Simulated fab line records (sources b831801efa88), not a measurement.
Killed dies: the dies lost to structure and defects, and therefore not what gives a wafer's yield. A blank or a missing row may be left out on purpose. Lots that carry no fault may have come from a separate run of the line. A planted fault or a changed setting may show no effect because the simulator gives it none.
Which tool is to blame? ; flow gf180mcu ; 12 lots, 36 wafers sampled, at 2 steps of a route of 602

== WHAT THE GAUGES READ, wafer by wafer ==
GF_M3_OVL_MEAS_15.
lot;measured;on;M3_OVL (nm)
L075;day 21 17:14;overlay-02;4 -1 -5
L077;day 22 16:33;overlay-02;2 -6 0
L079;day 23 06:01;overlay-02;1 2 -3
L081;day 24 00:20;overlay-02;-7 -9 -8
L083;day 24 14:59;overlay-01;-2 -8 -5
L085;day 25 11:22;overlay-02;14 12 2
L087;day 25 21:17;overlay-02;2 -3 2
L089;day 26 14:51;overlay-02;4 6 8
L091;day 27 05:59;overlay-02;-14 -8 -5
L093;day 27 17:40;overlay-01;4 9 1
L095;day 28 08:07;overlay-02;1 8 -3
L097;day 28 20:10;overlay-01;20 10 5

== EACH LOT AND THE TOOL THAT RAN IT (in order: tool; ch and the chambers of the sampled wafers; start) ==
lot;GF_M1_METAL_ETCH_16
L075;rie_metal-04 ch 0,1, day 17 09:47
L077;rie_metal-04 ch 0,1, day 18 08:46
L079;rie_metal-03 ch 0, day 18 23:58
L081;rie_metal-04 ch 0,1, day 19 18:43
L083;rie_metal-04 ch 0,1, day 20 13:10
L085;rie_metal-03 ch 0,1, day 21 10:47
L087;rie_metal-02 ch 0,1, day 21 21:23
L089;rie_metal-03 ch 0,1, day 22 17:28
L091;rie_metal-02 ch 0,1, day 23 09:55
L093;rie_metal-04 ch 0,1, day 23 23:07
L095;rie_metal-02 ch 0,1, day 24 15:35
L097;rie_metal-02 ch 0,1, day 25 04:46
- GF_M1_METAL_ETCH_16: etches the open film in Cl2/BCl3, stops on SiO2, target depth 750.8 nm, time 125.1 s.

== THE ANSWER, worked out from the rows above alone ==
Rule: what is usual is taken from the lots themselves. The widest of any qualifying gaps counts: lots, ordered by their means at a reading, are off when they make up no more than a third of the lots, leave a main group of 4 or more, and stand apart from it by 3 or more times the standard deviation of that group's means. A main group whose means are all the same, to the digits that the tables above print for the reading, isn't used. Also off: a lot with no number at a reading for which 4 or more lots have one. All remaining lots with rows at the step are treated as sound.
No lot is off at any reading shown: from this, nothing can be told.

== WHAT WAS PUT IN BY THE SIMULATOR ==
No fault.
